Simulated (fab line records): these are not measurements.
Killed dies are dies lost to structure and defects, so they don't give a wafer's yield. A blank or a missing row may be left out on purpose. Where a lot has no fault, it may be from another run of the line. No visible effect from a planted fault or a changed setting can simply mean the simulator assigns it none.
Code-filled problem report in 8D (eight disciplines) form | flow gf180mcu | the parts of the form that need people (team, actions taken, sign-off) are left out

1. THE ISSUE
Mean of rfFwdPowerW at GF_M1_METAL_ETCH_16: 669.1 W across 6 wafers in 2 lots; on wafers with no fault it is 796.2 W (standard deviation 2.7). That puts it -47 standard deviations away from the usual mean.
The step: etches the open film in Cl2/BCl3, stops on SiO2, target depth 627.5 nm, time 104.6 s.
Earliest sighting: wafer L121.2 on rieMetal-02 at day 20 05:41. Wafers with a number at this step in the record: 42, from 14 lots. By rule, "out" or "out of limits" means more than 4 standard deviations away from the usual mean. All remaining wafers that have a number are taken as sound.

2. WHAT THIS IS AND IS NOT
question                    | is                        | is not
which readings at this step | rfFwdPowerW, oesProductAu | drypumpMotorCurrentA
which lots                  | L121, L125                | L113, L115, L119, L122, L123, L124, L126, L132, L133, L134, L135, L136
which wafers of those lots  | all that have a number    | -
read on which tools         | rieMetal-02               | rieMetal-01, rieMetal-03
when                        | from day 20 05:41         | up to then (9 sound wafers); but 27 sound wafers of L122, L123, L124, L126, L132, L133, L134, L135, L136 came after

3. WHAT RULES OUT EACH SUSPECT
Counting: a tool at a process step up to the reading stays a suspect if it ran every lot that is out and no sound lot after the first of them.
- rieMetal-02 at GF_M1_METAL_ETCH_16 (etches the open film in Cl2/BCl3, stops on SiO2, target depth 627.5 nm, time 104.6 s): ruled out as a lasting fault. The sound lots L134, L135 went through it after L121, its earliest lot that is out (day 20 05:41).
Left after counting: nothing in the record.

4. THE CAUSE (what the simulator had put in)
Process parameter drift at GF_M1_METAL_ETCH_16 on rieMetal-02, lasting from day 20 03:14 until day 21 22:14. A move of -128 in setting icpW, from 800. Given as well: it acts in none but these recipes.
Counting ruled it out, wrongly.

5. THE CHAIN OF EFFECTS, in route order
Each row: a reading where the mean over the struck wafers with a number is more than 3 standard deviations away from the usual. Scope: only readings with a usual standard deviation given in the record; hours: median across lots of the time from each lot's start at the first step in this table that gives one to its start at this step; sigmas: change in usual standard deviations.
hours | step                | reading              | usual      | on struck wafers | change | sigmas
0     | GF_M1_METAL_ETCH_16 | oesProductAu         | 0.973 a.u. | 0.922            | -0.051 | -7.2
0     | GF_M1_METAL_ETCH_16 | rfFwdPowerW          | 796.2 W    | 669.1            | -127.1 | -47
0     | GF_M1_METAL_ETCH_16 | throttleValvePct     | 28.249 %   | 28.300           | +0.051 | +5.1
0     | GF_M1_STRIP_17      | stripTimeToEndpointS | 7.85 s     | 8.21             | +0.36  | +7.3
Here are the process steps it includes:
- GF_M1_METAL_ETCH_16: etches the open film in Cl2/BCl3, stops on SiO2, target depth 627.5 nm, time 104.6 s.
- GF_M1_STRIP_17: strips in O2/N2.
Later measuring or inspecting steps at which every struck wafer that the step has a row for has a number for every such reading, and none has moved that far: GF_V1_THK_MEAS_03.

6. WHAT WOULD HAVE CAUGHT IT SOONER
The fault began at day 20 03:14; the first out-of-limits reading in this record came at day 20 05:41, 2 hours later.
